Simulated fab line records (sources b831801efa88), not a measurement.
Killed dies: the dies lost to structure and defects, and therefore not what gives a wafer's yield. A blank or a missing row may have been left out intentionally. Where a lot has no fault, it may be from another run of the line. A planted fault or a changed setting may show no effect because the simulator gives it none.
Code-filled problem report in 8D (eight disciplines) form + flow sky130 + the parts of the form that need people (team, actions taken, sign-off) are left out

## 1. PROBLEM STATEMENT
Mean of tube-center-temp-C at SKY_SONOS_ONO_OXIDATION_00: 803.98 C across 6 wafers in 2 lots; on wafers with no fault it is 799.99 C (standard deviation 0.066). That puts it +60 standard deviations away from the usual mean.
The step: stabilise 600 s, purge 300 s, target thk 2.6 nm.
First seen on wafer L353.2, day 14 22:45, on furnace-01. The record has a number at this step for 42 wafers belonging to 14 lots. Rule for "out", or "out of limits": more than 4 standard deviations from the usual mean. All remaining wafers that have a number are taken as sound.

## 2. WHAT IT IS, AND WHAT IT ISN'T
| question                    | is                                         | is not                                                                                 |
|-----------------------------|--------------------------------------------|----------------------------------------------------------------------------------------|
| which readings at this step | tube-center-temp-C, tube_center_temp_C_max | zone-power-bottom-pct                                                                  |
| which lots                  | L353, L354                                 | L344, L345, L346, L347, L348, L350, L351, L352, L357, L365, L366, L367                 |
| which wafers of those lots  | all that have a number                     | -                                                                                      |
| read on which tools         | furnace-01                                 | furnace-02                                                                             |
| when                        | from day 14 22:45                          | up to then (24 sound wafers); but 12 sound wafers of L357, L365, L366, L367 came after |

## 3. SUSPECTS, AND WHAT RULES EACH OUT
Counting: a tool stays on the suspect list if, at a process step up to the reading, it processed all lots that are out and no sound lot following the first of them.
- furnace-01 at SKY_SONOS_ONO_OXIDATION_00 (stabilise 600 s, purge 300 s, target thk 2.6 nm): ruled out as a lasting fault. The sound lots L365, L366, L367 went through it after L353, its earliest lot that is out (day 14 22:45).
Left after counting: nothing in the record.

## 4. THE CAUSE (what the simulator had put in)
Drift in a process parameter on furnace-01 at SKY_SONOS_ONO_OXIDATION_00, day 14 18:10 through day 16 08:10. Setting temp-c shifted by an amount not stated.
Counting ruled it out, wrongly.

## 5. SEQUENCE OF EFFECTS, ordered by route
One row per reading whose mean, taken over the struck wafers that have a number, lies over 3 standard deviations from the usual. Only readings whose record carries a usual standard deviation are examined. hours: median over the lots of the time between each lot's start at the first step of this table that gives one and its start at this step. sigmas: the change, counted in usual standard deviations.
| hours | step                       | reading                | usual    | on struck wafers | change | sigmas |
|-------|----------------------------|------------------------|----------|------------------|--------|--------|
| 0     | SKY_SONOS_ONO_OXIDATION_00 | spike-tc-centre-C      | 801.4 C  | 806.3            | +4.9   | +4.1   |
| 0     | SKY_SONOS_ONO_OXIDATION_00 | spike-tc-lower-C       | 801.1 C  | 805.2            | +4.1   | +3.4   |
| 0     | SKY_SONOS_ONO_OXIDATION_00 | spike-tc-top-C         | 812.9 C  | 817.8            | +4.9   | +3.3   |
| 0     | SKY_SONOS_ONO_OXIDATION_00 | spike-tc-upper-C       | 799.9 C  | 804.1            | +4.2   | +4.2   |
| 0     | SKY_SONOS_ONO_OXIDATION_00 | tube-center-temp-C     | 799.99 C | 803.98           | +3.99  | +60    |
| 0     | SKY_SONOS_ONO_OXIDATION_00 | tube_center_temp_C_max | 802.0    | 805.9            | +3.9   | +12    |
Process steps it contains:
- SKY_SONOS_ONO_OXIDATION_00: stabilise 600 s, purge 300 s, target thk 2.6 nm.
At these later measuring or inspecting steps, every struck wafer for which the step has a row has a number for every such reading, and none has moved that far: SKY_SONOS_ONO_THK_MEAS_01.

## 6. WHAT WOULD HAVE CAUGHT IT SOONER
5 hours passed between the start of the fault at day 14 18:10 and the first reading out of limits in this record, taken at day 14 22:45.
